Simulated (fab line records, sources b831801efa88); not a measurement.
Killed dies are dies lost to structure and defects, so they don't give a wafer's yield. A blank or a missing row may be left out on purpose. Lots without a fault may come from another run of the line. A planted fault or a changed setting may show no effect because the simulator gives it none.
Chamber matching | flow sfq_line | SFQ_TRILAYER_I5_BARC_OPEN_VIA_ETCH_200 on rie_diel-02: 4 sister chambers
The step etches BARC in O2, target depth 125 nm, time 41.7 s. 8 wafers are shown with their chamber, then 7 later ones without.

WAFERS WITH THEIR CHAMBER
wafer  | chamber | drypump_motor_current_A (A) | rf_fwd_power_W (W)
L609.5 | 0       | 5.7                         | 490.3
L612.2 | 3       | 5.2                         | 496.5
L612.3 | 2       | 6.3                         | 496.6
L621.1 | 3       | 5.2                         | 497.4
L621.5 | 1       | 5.5                         | 493.2
L621.6 | 0       | 5.6                         | 493.5
L622.1 | 2       | 6.3                         | 495.3
L622.2 | 1       | 5.5                         | 495.6

WAFERS WITHOUT THEIR CHAMBER
wafer  | drypump_motor_current_A (A) | rf_fwd_power_W (W)
L622.5 | 6.3                         | 494.3
L626.1 | 5.6                         | 491.5
L626.2 | 5.2                         | 497.1
L626.4 | 5.5                         | 495.1
L627.1 | 6.3                         | 495.5
L627.5 | 6.3                         | 491.8
L627.6 | 5.5                         | 494.8

WHICH CHAMBER EACH WENT THROUGH
wafer  | from the rows above     | in truth
L622.5 | 2                       | 2
L626.1 | can't be placed: 0 or 1 | 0
L626.2 | 3                       | 3
L626.4 | 1                       | 1
L627.1 | 2                       | 2
L627.5 | 2                       | 2
L627.6 | 1                       | 1
Placed correctly: 6 of 7. Can't be placed from these rows: 1 (the true chamber is among the candidates in 1). Placed wrongly: 0.
How it was worked out, from the rows above alone: a wafer's distance from a chamber is the root of the sum, over the readings, of the square of ((its reading less the chamber's mean) divided by the reading's scatter). The wafer belongs to the nearest chamber; if the next one is less than 2 further off, it can't be placed. A chamber's mean is the mean of its shown wafers. The scatter: the root of (the sum of the squares of (reading less its chamber's mean) over the shown wafers, divided by (wafers less chambers)).
